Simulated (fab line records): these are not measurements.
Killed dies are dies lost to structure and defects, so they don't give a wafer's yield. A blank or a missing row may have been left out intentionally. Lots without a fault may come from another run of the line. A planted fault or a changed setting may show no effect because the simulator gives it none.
fab line records + flow sky130
[record]
- lots = 14
- wafers = 42
- lastDay = 50
route steps=708 shown METAL2@496 VIA2@509
lots that met no fault: from a run of the same line without faults
startH: hours from the record's opening day to when the first of the lot's shown wafers began + waitH: hours elapsed since this lot's preceding step + " identical to the entry in the row above + L1.1+2: several wafers, shown together as one row + - no value, or no start was given + * or withheld: withheld + < > ~ a bound
route shown NAME@n: names a module that has steps shown in the file, with the first one's number in the route + usual: mean/standard deviation of fault-free wafers + same: alike in all rows + chamber/n: place in a boat + sites: each site's reading + _std_site: how widely they spread, as a standard deviation + _edge_site: outer sites' mean less inner sites' + radiusMm: how far each site lies from the wafer's centre + mask NAME#n: copy n + behind: the most recent tool/chamber to have shaped the wafer + hold: why the lot went on hold/how many hours it stayed there/how the hold came to an end + device: which transistor (n, p or np) failed to switch + end of line: tests of these same wafers at the route's end + where a step has no rows: the recipe by itself + killed: dies lost to structure and defects at the first sort, not the wafer's yield + map: shows each die of a wafer: x if killed, . if not, _ if none is there
set.NAME: the run value of the setting; set.NAME@STEP: its run value at that earlier step + model.NAME: the simulator's own value behind a step, which no gauge read
steps of the route over a sample of lots; a table a step, a row a wafer
services: when a tool's chamber went out of use (startH, in hours from the record's first day, below 0 if earlier), for how many hours, and the reason
[[steps]]
[step SKY_METAL2_PEB_13]
[recipe]
- pebTempC = withheld
- pebTimeS = withheld
- resist = KrF-thick
[usual]
- chillPlateTempC = *
- exhaustPa = 44.9/0.81
| lot.wafer | tool          | chamber | startH | waitH | chillPlateTempC | exhaustPa |
|-----------|---------------|---------|--------|-------|-----------------|-----------|
| L403.3    | lithoTrack-03 | 0       | 826    | -     | *               | 44.5      |
| L403.5    | "             | 0       | "      | "     | *               | 45.0      |
| L403.6    | "             | 0       | "      | "     | *               | 43.5      |
| L406.1    | lithoTrack-04 | 0       | 861    | -     | *               | 45.4      |
| L406.4    | "             | 0       | "      | "     | *               | 45.3      |
| L406.6    | "             | 0       | "      | "     | *               | 46.3      |
| L407.2    | lithoTrack-04 | 0       | 883    | -     | *               | 43.9      |
| L407.4    | "             | 0       | "      | "     | *               | 44.1      |
| L407.6    | "             | 0       | "      | "     | *               | 43.4      |
| L408.2    | lithoTrack-01 | 0       | 891    | -     | *               | 44.4      |
| L408.4    | "             | 0       | "      | "     | *               | 45.0      |
| L408.6    | "             | 0       | "      | "     | *               | 44.9      |
| L410.3    | lithoTrack-04 | 0       | 906    | -     | *               | 45.1      |
| L410.5    | "             | 0       | "      | "     | *               | 43.8      |
| L410.6    | "             | 0       | "      | "     | *               | 44.8      |
| L414.3    | lithoTrack-04 | 0       | 911    | -     | *               | 45.6      |
| L414.4    | "             | 0       | "      | "     | *               | 45.4      |
| L414.5    | "             | 0       | "      | "     | *               | 45.0      |
| L413.2    | lithoTrack-04 | -       | 912    | -     | -               | -         |
| L413.3    | "             | -       | "      | "     | -               | -         |
| L413.6    | "             | -       | "      | "     | -               | -         |
| L415.1    | lithoTrack-04 | -       | 930    | -     | -               | -         |
| L415.3    | "             | -       | "      | "     | -               | -         |
| L415.4    | "             | -       | "      | "     | -               | -         |
| L420.1    | lithoTrack-04 | 0       | 958    | -     | *               | 45.2      |
| L420.5    | "             | 0       | "      | "     | *               | 44.6      |
| L420.6    | "             | 0       | "      | "     | *               | 44.1      |
| L421.2    | lithoTrack-01 | 0       | 961    | -     | *               | 45.0      |
| L421.4    | "             | 0       | "      | "     | *               | 45.3      |
| L421.5    | "             | 0       | "      | "     | *               | 44.6      |
| L422.1    | lithoTrack-04 | 0       | 962    | -     | *               | 45.0      |
| L422.2    | "             | 0       | "      | "     | *               | 44.8      |
| L422.6    | "             | 0       | "      | "     | *               | 44.1      |
| L423.1    | lithoTrack-03 | 0       | 967    | -     | *               | 46.3      |
| L423.5    | "             | 0       | "      | "     | *               | 45.7      |
| L423.6    | "             | 0       | "      | "     | *               | 45.4      |
| L425.1    | lithoTrack-04 | 0       | 986    | -     | *               | 44.1      |
| L425.2    | "             | 0       | "      | "     | *               | 45.5      |
| L425.4    | "             | 0       | "      | "     | *               | 43.8      |
| L426.4    | lithoTrack-04 | 0       | 990    | -     | *               | 45.2      |
| L426.5    | "             | 0       | "      | "     | *               | 44.2      |
| L426.6    | "             | 0       | "      | "     | *               | 44.1      |
[step SKY_METAL2_DESCUM_17]
[recipe]
- chemistry = O2
- sourcePowerW = 150
- biasPowerW = 0
- pressureMtorr = 10
- tempC = 40
- timeS = 8
[usual]
- drypumpMotorCurrentA = 5.5/0.6
- heBacksideLeakSccm = 3.4/0.39
- oesProductAu = 1.000/0.012
[same]
- biasPowerW = 0
| lot.wafer | tool        | chamber | startH | waitH | drypumpMotorCurrentA | heBacksideLeakSccm | oesProductAu | rfHoursCounterH |
|-----------|-------------|---------|--------|-------|----------------------|--------------------|--------------|-----------------|
| L403.3    | rieMetal-03 | 1       | 827.26 | 0.0   | 5.5                  | 3.6                | 1.019        | -               |
| L403.5    | "           | 1       | "      | "     | 5.5                  | 3.4                | 1.014        | -               |
| L403.6    | "           | 1       | "      | "     | 5.5                  | 3.7                | 1.020        | -               |
| L406.1    | rieMetal-03 | 1       | 861.88 | 0.0   | 5.5                  | 3.9                | 1.013        | 8               |
| L406.4    | "           | 0       | "      | "     | 4.9                  | 3.3                | 0.989        | -               |
| L406.6    | "           | 1       | "      | "     | 5.5                  | 3.9                | 1.021        | -               |
| L407.2    | rieMetal-03 | 0       | 883.53 | 0.0   | 4.9                  | 3.2                | 0.999        | 1               |
| L407.4    | "           | 0       | "      | "     | 4.9                  | 3.2                | 1.006        | -               |
| L407.6    | "           | 1       | "      | "     | 5.5                  | 3.7                | 1.015        | -               |
| L408.2    | rieMetal-01 | 0       | 892.28 | 0.0   | 6.5                  | 3.2                | 0.993        | 0               |
| L408.4    | "           | 0       | "      | "     | 6.5                  | 3.3                | 0.994        | -               |
| L408.6    | "           | 0       | "      | "     | 6.5                  | 3.4                | 0.993        | -               |
| L410.3    | rieMetal-01 | 1       | 906.79 | 0.0   | 5.6                  | 3.4                | 0.997        | -               |
| L410.5    | "           | 0       | "      | "     | 6.5                  | 3.1                | 0.998        | -               |
| L410.6    | "           | 1       | "      | "     | 5.5                  | 3.3                | 0.989        | -               |
| L414.3    | rieMetal-01 | 0       | 911.89 | 0.0   | 6.5                  | 3.1                | 0.997        | -               |
| L414.4    | "           | 1       | "      | "     | 5.6                  | 3.4                | 1.003        | -               |
| L414.5    | "           | 0       | "      | "     | 6.5                  | 3.4                | 0.998        | -               |
| L413.2    | rieMetal-02 | 0       | 912.54 | 0.0   | 4.7                  | 3.2                | 0.990        | -               |
| L413.3    | "           | 0       | "      | "     | 4.7                  | 3.6                | 0.994        | -               |
| L413.6    | "           | 0       | "      | "     | 4.8                  | 3.4                | 0.984        | -               |
| L415.1    | rieMetal-01 | 0       | 931.33 | 0.0   | 6.5                  | 3.5                | 0.999        | 2               |
| L415.3    | "           | 1       | "      | "     | 5.5                  | 3.3                | 1.006        | -               |
| L415.4    | "           | 0       | "      | "     | 6.5                  | 3.2                | 0.997        | -               |
| L420.1    | rieMetal-03 | 0       | 959.03 | 0.0   | 4.9                  | 3.2                | 1.002        | 5               |
| L420.5    | "           | 1       | "      | "     | 5.5                  | 3.6                | 1.017        | -               |
| L420.6    | "           | 0       | "      | "     | 4.9                  | 3.1                | 0.997        | -               |
| L421.2    | rieMetal-02 | 0       | 961.49 | 0.0   | 4.7                  | 3.4                | 0.983        | -               |
| L421.4    | "           | 0       | "      | "     | 4.7                  | 3.4                | 0.983        | -               |
| L421.5    | "           | 0       | "      | "     | 4.7                  | 3.2                | 0.980        | -               |
| L422.1    | rieMetal-03 | 0       | 963.23 | 0.0   | 4.8                  | 3.1                | 0.993        | 6               |
| L422.2    | "           | 1       | "      | "     | 5.4                  | 3.9                | 1.004        | 14              |
| L422.6    | "           | 1       | "      | "     | 5.4                  | 3.8                | 1.010        | -               |
| L423.1    | rieMetal-01 | 1       | 967.94 | 0.0   | 5.5                  | 2.8                | 1.004        | 11              |
| L423.5    | "           | 1       | "      | "     | 5.6                  | 3.0                | 1.001        | -               |
| L423.6    | "           | 0       | "      | "     | 6.5                  | 3.0                | 1.005        | -               |
| L425.1    | rieMetal-03 | 1       | 986.98 | 0.0   | 5.5                  | 4.9                | 1.007        | 15              |
| L425.2    | "           | 0       | "      | "     | 4.9                  | 3.1                | 0.989        | 7               |
| L425.4    | "           | 0       | "      | "     | 4.9                  | 3.1                | 0.984        | -               |
| L426.4    | rieMetal-01 | 1       | 991.09 | 0.0   | 5.6                  | 3.0                | 0.985        | -               |
| L426.5    | "           | 1       | "      | "     | 5.6                  | 3.2                | 0.996        | -               |
| L426.6    | "           | 0       | "      | "     | 6.5                  | 3.1                | 0.997        | -               |
[step SKY_METAL2_METAL_ETCH_19]
[recipe]
- targetDepthA = 3600
- stopOn = SiO2
- overEtchFrac = 0.3
- timeS = 78
- chemistry = Cl2/BCl3
- resistSidewallDeg = 88
- pressureMtorr = 10
- icpW = 900
- biasW = 48.5
- Cl2_flow_sccm = 60
- bcl3FlowSccm = 30
[usual]
- drypumpMotorCurrentA = 5.5/0.6
- heBacksideLeakSccm = 3.35/0.22
- oesProductAu = 0.856/0.0059
- throttleValvePct = 22.264/0.011
| lot.wafer | tool        | chamber | startH | waitH | drypumpMotorCurrentA | heBacksideLeakSccm | oesProductAu | rfHoursCounterH | throttleValvePct |
|-----------|-------------|---------|--------|-------|----------------------|--------------------|--------------|-----------------|------------------|
| L403.3    | rieMetal-03 | 1       | 827.49 | 0.1   | 5.5                  | 3.42               | 0.851        | -               | 22.269           |
| L403.5    | "           | 1       | "      | "     | 5.5                  | 3.56               | 0.847        | -               | 22.265           |
| L403.6    | "           | 1       | "      | "     | 5.4                  | 3.54               | 0.863        | -               | 22.261           |
| L406.1    | rieMetal-03 | 1       | 861.97 | 0.0   | 5.5                  | 3.68               | 0.865        | 9               | 22.277           |
| L406.4    | "           | 0       | "      | "     | 4.9                  | 3.10               | 0.861        | -               | 22.249           |
| L406.6    | "           | 1       | "      | "     | 5.5                  | 3.64               | 0.864        | -               | 22.249           |
| L407.2    | rieMetal-03 | 0       | 883.62 | 0.0   | 4.9                  | 3.37               | 0.859        | 1               | 22.260           |
| L407.4    | "           | 0       | "      | "     | 4.9                  | 3.28               | 0.857        | -               | 22.257           |
| L407.6    | "           | 1       | "      | "     | 5.5                  | 3.53               | 0.860        | -               | 22.280           |
| L408.2    | rieMetal-01 | 0       | 892.38 | 0.0   | 6.5                  | 3.21               | 0.860        | 0               | 22.286           |
| L408.4    | "           | 0       | "      | "     | 6.5                  | 3.06               | 0.854        | -               | 22.272           |
| L408.6    | "           | 0       | "      | "     | 6.5                  | 3.19               | 0.853        | -               | 22.257           |
| L410.3    | rieMetal-01 | 1       | 906.90 | 0.1   | 5.6                  | 3.19               | 0.857        | -               | 22.263           |
| L410.5    | "           | 0       | "      | "     | 6.5                  | 2.97               | 0.857        | -               | 22.279           |
| L410.6    | "           | 1       | "      | "     | 5.6                  | 3.51               | 0.854        | -               | 22.271           |
| L414.3    | rieMetal-01 | 0       | 912.00 | 0.1   | 6.5                  | 3.17               | 0.857        | -               | 22.278           |
| L414.4    | "           | 1       | "      | "     | 5.5                  | 3.34               | 0.858        | -               | 22.281           |
| L414.5    | "           | 0       | "      | "     | 6.5                  | 3.37               | 0.854        | -               | 22.272           |
| L413.2    | rieMetal-02 | 0       | 912.75 | 0.1   | 4.7                  | 3.27               | 0.859        | -               | 22.268           |
| L413.3    | "           | 0       | "      | "     | 4.8                  | 3.41               | 0.860        | -               | 22.265           |
| L413.6    | "           | 0       | "      | "     | 4.7                  | 3.29               | 0.859        | -               | 22.266           |
| L415.1    | rieMetal-01 | 0       | 931.42 | 0.0   | 6.5                  | 3.05               | 0.866        | 2               | 22.264           |
| L415.3    | "           | 1       | "      | "     | 5.6                  | 4.07               | 0.856        | -               | 22.258           |
| L415.4    | "           | 0       | "      | "     | 6.5                  | 3.06               | 0.860        | -               | 22.281           |
| L420.1    | rieMetal-03 | 0       | 959.12 | 0.0   | 4.9                  | 3.10               | 0.863        | 5               | 22.277           |
| L420.5    | "           | 1       | "      | "     | 5.5                  | 3.60               | 0.864        | -               | 22.263           |
| L420.6    | "           | 0       | "      | "     | 4.9                  | 3.25               | 0.867        | -               | 22.262           |
| L421.2    | rieMetal-02 | 0       | 961.70 | 0.1   | 4.7                  | 3.44               | 0.860        | -               | 22.275           |
| L421.4    | "           | 0       | "      | "     | 4.7                  | 3.56               | 0.861        | -               | 22.249           |
| L421.5    | "           | 0       | "      | "     | 4.7                  | 3.49               | 0.859        | -               | 22.265           |
| L422.1    | rieMetal-03 | 0       | 963.32 | 0.0   | 4.9                  | 3.35               | 0.851        | 6               | 22.250           |
| L422.2    | "           | 1       | "      | "     | 5.5                  | 3.53               | 0.852        | 14              | 22.249           |
| L422.6    | "           | 1       | "      | "     | 5.5                  | 3.50               | 0.850        | -               | 22.286           |
| L423.1    | rieMetal-01 | 1       | 968.04 | 0.0   | 5.5                  | 3.25               | 0.855        | 11              | 22.295           |
| L423.5    | "           | 1       | "      | "     | 5.5                  | 3.30               | 0.851        | -               | 22.262           |
| L423.6    | "           | 0       | "      | "     | 6.5                  | 2.99               | 0.854        | -               | 22.255           |
| L425.1    | rieMetal-03 | 1       | 987.10 | 0.1   | 5.5                  | 3.59               | 0.858        | 15              | 22.259           |
| L425.2    | "           | 0       | "      | "     | 4.9                  | 3.18               | 0.847        | 7               | 22.261           |
| L425.4    | "           | 0       | "      | "     | 4.9                  | 3.10               | 0.855        | -               | 22.285           |
| L426.4    | rieMetal-01 | 1       | 991.20 | 0.1   | 5.6                  | 3.35               | 0.857        | -               | 22.257           |
| L426.5    | "           | 1       | "      | "     | 5.6                  | 3.39               | 0.860        | -               | 22.262           |
| L426.6    | "           | 0       | "      | "     | 6.5                  | 3.16               | 0.848        | -               | 22.256           |
[step SKY_VIA2_CMP_02]
[recipe]
- material = SiO2
- downForcePsi = 4
- platenRpm = 60
- padVelocityMS = 0.94248
[usual]
- motorCurrentA = 12.6/1.3
| lot.wafer | tool   | chamber | startH | waitH | motorCurrentA |
|-----------|--------|---------|--------|-------|---------------|
| L403.3    | cmp-01 | 3       | 828.62 | 0.2   | 10.2          |
| L403.6    | "      | 0       | "      | "     | 9.9           |
| L403.5    | "      | 1       | "      | "     | 13.2          |
| L406.1    | cmp-02 | 1       | 862.93 | 0.1   | 13.9          |
| L406.4    | "      | 3       | "      | "     | 13.8          |
| L406.6    | "      | 1       | "      | "     | 14.0          |
| L407.4    | cmp-02 | 1       | 884.49 | 0.0   | 13.4          |
| L407.2    | "      | 0       | "      | "     | 11.8          |
| L407.6    | "      | 1       | "      | "     | 13.9          |
| L408.4    | cmp-01 | 0       | 893.34 | 0.0   | 9.4           |
| L408.2    | "      | 3       | "      | "     | 10.3          |
| L408.6    | "      | 0       | "      | "     | 10.4          |
| L410.3    | cmp-02 | 1       | 907.96 | 0.2   | 13.8          |
| L410.6    | "      | 2       | "      | "     | 13.5          |
| L410.5    | "      | 3       | "      | "     | 12.7          |
| L414.3    | cmp-02 | 0       | 913.38 | 0.6   | 12.8          |
| L414.4    | "      | 1       | "      | "     | 14.1          |
| L414.5    | "      | 2       | "      | "     | 12.7          |
| L420.1    | cmp-02 | 1       | 960.18 | 0.2   | 13.5          |
| L420.6    | "      | 2       | "      | "     | 12.9          |
| L420.5    | "      | 3       | "      | "     | 13.2          |
| L421.2    | cmp-02 | 3       | 962.73 | 0.1   | 13.2          |
| L421.4    | "      | 0       | "      | "     | 11.3          |
| L421.5    | "      | 2       | "      | "     | 12.9          |
| L422.1    | cmp-01 | 2       | 964.19 | 0.1   | 12.7          |
| L422.2    | "      | 0       | "      | "     | 10.1          |
| L422.6    | "      | 3       | "      | "     | 10.9          |
| L423.1    | cmp-01 | 1       | 969.05 | 0.2   | 12.7          |
| L423.6    | "      | 2       | "      | "     | 13.5          |
| L423.5    | "      | 3       | "      | "     | 10.2          |
| L425.4    | cmp-01 | 2       | 988.09 | 0.1   | 14.3          |
| L425.2    | "      | 3       | "      | "     | 10.2          |
| L425.1    | "      | 1       | "      | "     | 12.6          |
| L426.4    | cmp-02 | 3       | 992.27 | 0.2   | 13.2          |
| L426.5    | "      | 1       | "      | "     | 13.6          |
| L426.6    | "      | 2       | "      | "     | 13.2          |
[[services]]
| tool        | chamber | startH | hours | kind                          |
|-------------|---------|--------|-------|-------------------------------|
| rieMetal-03 | 0       | 816.73 | -     | clean                         |
| rieMetal-03 | 0       | 816.73 | 22.0  | scheduledDown                 |
| rieMetal-03 | 0       | 816.73 | 22.0  | ventCycle                     |
| cmp-01      | -       | 831.57 | 1.0   | repair                        |
| rieMetal-01 | 0       | 875.82 | -     | clean                         |
| rieMetal-01 | 0       | 875.82 | 11.7  | scheduledDown                 |
| rieMetal-01 | 0       | 875.82 | 11.7  | ventCycle                     |
| rieMetal-03 | -       | 883.71 | 1.4   | pm                            |
| rieMetal-02 | -       | 885.70 | 1.4   | pm                            |
| rieMetal-02 | -       | 896.90 | 2.5   | repair                        |
| cmp-01      | -       | 898.91 | 0.6   | repair                        |
| cmp-01      | -       | 899.61 | 5.9   | pm                            |
| rieMetal-02 | 1       | 906.05 | 13.9  | repair                        |
| cmp-01      | -       | 913.77 | 4.0   | pm                            |
| cmp-01      | -       | 917.77 | -     | consumableReplace:conditioner |
| cmp-01      | -       | 917.77 | -     | consumableReplace:pad         |
| rieMetal-02 | 1       | 944.44 | 20.5  | repair                        |
| cmp-01      | -       | 949.93 | 0.9   | repair                        |
| rieMetal-03 | -       | 950.55 | 0.6   | repair                        |
| cmp-01      | -       | 958.95 | 3.0   | pm                            |
| rieMetal-01 | 0       | 962.19 | 2.8   | repair                        |
| cmp-01      | -       | 962.74 | 0.7   | repair                        |
| cmp-01      | -       | 967.68 | 1.0   | repair                        |
| rieMetal-01 | -       | 972.54 | 1.4   | repair                        |
[[key]]
[firstSign]
- step = SKY_METAL2_PEB_13
- reading = toolRecord
- direction = missing
effect none on later readings
metAt SKY_METAL2_PEB_13
struckLots L413,L415
laterRowsLeftOut L413.2,L413.3,L413.6,L415.1,L415.3,L415.4
sortLeftOut L413.2,L413.3,L413.6,L415.1,L415.3,L415.4
notActingAt SKY_METAL2_DESCUM_17,SKY_METAL2_METAL_ETCH_19,SKY_VIA2_CMP_02
onsetBetween 911 912
[fault]
- kind = skippedStepWhole
- tool = lithoTrack-03,lithoTrack-04
- chamber = -
- onsetH = 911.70
- steps = SKY_METAL2_PEB_13
- scope = struckLotsOnly
// sortLeftOut: the simulated sort isn't trusted on such a fault, so these wafers' sort isn't shown, and their yield isn't known
// laterRowsLeftOut: the simulator's readings of these wafers behind a module that went badly wrong aren't trusted and aren't shown, but for the sort
